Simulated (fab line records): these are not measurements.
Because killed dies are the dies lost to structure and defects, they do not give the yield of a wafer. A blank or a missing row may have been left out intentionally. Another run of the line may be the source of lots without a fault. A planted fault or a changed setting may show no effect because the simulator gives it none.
The tool behind it: which one? :: flow gf180mcu :: 13 lots with 39 wafers sampled at 2 steps, on a route of 602 steps

WHAT THE GAUGES SHOWED, per wafer
GF_PSD_CD_MEAS_07: the cd target is 400 nm.
lot: L188
measured: day 14 14:11
on: cd_sem-01
cd_nm (nm): 400.9 399.1 399.5

lot: L189
measured: day 15 00:34
on: cd_sem-01
cd_nm (nm): 401.7 402.8 401.8

lot: L191
measured: day 15 17:54
on: cd_sem-02
cd_nm (nm): 400.1 401.2 401.4

lot: L193
measured: day 16 07:11
on: cd_sem-02
cd_nm (nm): 399.8 401.4 400.0

lot: L194
measured: day 16 20:33
on: cd_sem-02
cd_nm (nm): 399.9 399.7 401.2

lot: L195
measured: day 17 08:04
on: cd_sem-02
cd_nm (nm): 398.5 397.5 398.2

lot: L197
measured: day 17 22:19
on: cd_sem-02
cd_nm (nm): 398.4 399.7 401.2

lot: L204
measured: day 20 12:55
on: cd_sem-02
cd_nm (nm): 396.2 395.3 397.5

lot: L205
measured: day 20 17:35
on: cd_sem-02
cd_nm (nm): 398.5 399.2 396.0

lot: L206
measured: day 21 05:23
on: cd_sem-02
cd_nm (nm): 399.2 401.8 403.8

lot: L207
measured: day 21 10:37
on: cd_sem-01
cd_nm (nm): 399.4 399.3 398.4

lot: L208
measured: day 21 21:36
on: cd_sem-01
cd_nm (nm): 400.0 400.5 400.2

lot: L209
measured: day 22 02:13
on: cd_sem-01
cd_nm (nm): 401.9 402.4 402.4

WHAT TOOL EACH LOT RAN ON (gives the tool, then ch and the chambers of the sampled wafers, and finally the start)
lot: L188
GF_VT_IMPLANT_WET_ETCH_50: wet_bench-03 ch 1, day 7 20:22

lot: L189
GF_VT_IMPLANT_WET_ETCH_50: wet_bench-03 ch 1, day 8 02:13

lot: L191
GF_VT_IMPLANT_WET_ETCH_50: wet_bench-03 ch 2, day 8 16:55

lot: L193
GF_VT_IMPLANT_WET_ETCH_50: wet_bench-03 ch 1, day 9 04:13

lot: L194
GF_VT_IMPLANT_WET_ETCH_50: wet_bench-01 ch 0, day 9 14:40

lot: L195
GF_VT_IMPLANT_WET_ETCH_50: wet_bench-03 ch 1, day 9 21:19

lot: L197
GF_VT_IMPLANT_WET_ETCH_50: wet_bench-01 ch 2, day 10 09:28

lot: L204
GF_VT_IMPLANT_WET_ETCH_50: wet_bench-03 ch 3, day 12 12:04

lot: L205
GF_VT_IMPLANT_WET_ETCH_50: wet_bench-01 ch 2, day 12 18:55

lot: L206
GF_VT_IMPLANT_WET_ETCH_50: wet_bench-03 ch 1, day 13 01:43

lot: L207
GF_VT_IMPLANT_WET_ETCH_50: wet_bench-02 ch 0, day 13 09:16

lot: L208
GF_VT_IMPLANT_WET_ETCH_50: wet_bench-03 ch 2, day 13 14:58

lot: L209
GF_VT_IMPLANT_WET_ETCH_50: wet_bench-03 ch 2, day 13 19:46
- GF_VT_IMPLANT_WET_ETCH_50: etches SiO2 in dHF, target depth 20 nm, time 400 s.

WHAT THE TOOLS THEMSELVES READ (means of the sampled wafers that have a number; where no wafer has one, the mark that the record gives instead)
GF_VT_IMPLANT_WET_ETCH_50.
lot: L188
tool: wet_bench-03
run_length_s (s): 433

lot: L189
tool: wet_bench-03
run_length_s (s): 434

lot: L191
tool: wet_bench-03
run_length_s (s): 427

lot: L193
tool: wet_bench-03
run_length_s (s): 427

lot: L194
tool: wet_bench-01
run_length_s (s): 427

lot: L195
tool: wet_bench-03
run_length_s (s): 453

lot: L197
tool: wet_bench-01
run_length_s (s): 428

lot: L204
tool: wet_bench-03
run_length_s (s): 431

lot: L205
tool: wet_bench-01
run_length_s (s): 434

lot: L206
tool: wet_bench-03
run_length_s (s): 434

lot: L207
tool: wet_bench-02
run_length_s (s): 425

lot: L208
tool: wet_bench-03
run_length_s (s): 426

lot: L209
tool: wet_bench-03
run_length_s (s): 427

THE ANSWER, worked out from the rows above alone
Rule: the usual values come from the lots themselves. The widest of any qualifying gaps counts: lots, ordered by their means at a reading, are off when they make up no more than a third of the lots, leave a main group of 4 or more, and stand apart from it by 3 or more times the standard deviation of that group's means. If all means in a main group match to the digits the tables above print for the reading, that group is not used. Also off: a lot with no number at a reading for which 4 or more lots have one. Any other lot the step has rows for is counted as sound. Order of review: gauges by route order, followed by the tools' own readings, for which a lot's mean as printed above is used. At the first step where some lot is off, the reading lying furthest off is the one used; lots without a number count as furthest.
Off: L195, at GF_VT_IMPLANT_WET_ETCH_50 (run_length_s). Main group: mean 429 s, sd 3.4.
If a tool, at that step or one of the process steps before it, ran each lot that is off and ran no sound lot following the first of them, it fits. No candidate that was tried fits.

WHAT WAS PUT IN BY THE SIMULATOR
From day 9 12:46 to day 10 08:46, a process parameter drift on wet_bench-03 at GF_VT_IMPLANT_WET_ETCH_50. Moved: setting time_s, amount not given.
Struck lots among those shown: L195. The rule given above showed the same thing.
